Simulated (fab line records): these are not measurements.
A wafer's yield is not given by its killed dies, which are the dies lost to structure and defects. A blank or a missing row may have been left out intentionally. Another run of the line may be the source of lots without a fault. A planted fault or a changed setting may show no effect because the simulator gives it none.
Chamber matching	flow sky130	SKY_CONTACT_CMP_27 on cmp-01 has 4 sister chambers
The step polishes, stops on SiO2, t overpolish 15 s, target thk 0 nm. 22 wafers are shown with their chamber, then 11 later ones without.

## WAFERS, EACH WITH ITS CHAMBER
wafer	chamber	motor-current-A (A)	time-to-endpoint-s (s)	overpolish-run-s (s)
L078.4	1	9.9	80	14.999
L078.5	1	10.0	79	15.008
L078.6	0	8.8	82	14.994
L083.1	1	10.2	79	14.994
L083.5	0	8.6	83	15.021
L083.6	3	11.8	81	15.003
L084.1	0	8.7	81	15.007
L084.3	2	11.2	82	15.005
L084.4	3	12.0	84	14.999
L085.1	0	9.2	85	15.001
L085.3	2	10.7	83	14.998
L085.4	3	11.6	83	14.986
L086.1	3	12.3	87	14.994
L086.3	0	8.8	88	15.004
L086.5	1	10.1	81	14.995
L087.2	3	11.5	85	14.999
L087.4	2	11.4	87	14.999
L087.5	2	11.1	88	15.003
L089.1	2	11.9	83	14.996
L089.2	1	9.6	81	15.002
L089.3	3	11.5	78	14.994
L092.4	0	9.0	81	14.987

SIGNATURES (means of the wafers above)
reading	chamber 0	chamber 1	chamber 2	chamber 3	scatter within a chamber
motor-current-A	8.850	9.960	11.260	11.783	0.31
time-to-endpoint-s	83.33	80.00	84.60	83.00	2.59
overpolish-run-s	15.00233	14.99960	15.00020	14.99583	0.00759
Rule: a wafer's distance from a chamber is the root of the sum, over the readings, of the square of ((its reading less the chamber's mean) divided by the reading's scatter). If the next closest chamber is less than 2 further off than the closest, the wafer can't be placed; otherwise it belongs to the closest. The scatter: the root of (the sum of the squares of (reading less its chamber's mean) over the shown wafers, divided by (wafers less chambers)).

## WAFERS WITHOUT THEIR CHAMBER
wafer	motor-current-A (A)	time-to-endpoint-s (s)	overpolish-run-s (s)
L092.5	10.7	82	15.001
L092.6	10.0	80	15.002
L093.1	10.1	76	15.008
L093.3	8.8	77	14.999
L093.4	11.4	79	15.003
L096.2	11.0	87	14.989
L096.4	8.7	88	15.006
L096.5	11.1	87	15.015
L097.2	9.1	86	15.011
L097.5	9.9	80	15.000
L097.6	11.5	84	14.991

## WHICH CHAMBER EACH ONE RAN IN
wafer	from the rows above	in truth
L092.5	can't be placed: 2 or 1 or 3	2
L092.6	1	1
L093.1	1	1
L093.3	can't be placed: 0 or 1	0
L093.4	can't be placed: 3 or 2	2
L096.2	can't be placed: 2 or 3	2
L096.4	0	0
L096.5	can't be placed: 2 or 3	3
L097.2	0	0
L097.5	1	1
L097.6	can't be placed: 3 or 2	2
Correct placement for 5 of the 11. These rows do not allow placing 6 (true chamber among the candidates in 6). 0 placed wrongly.
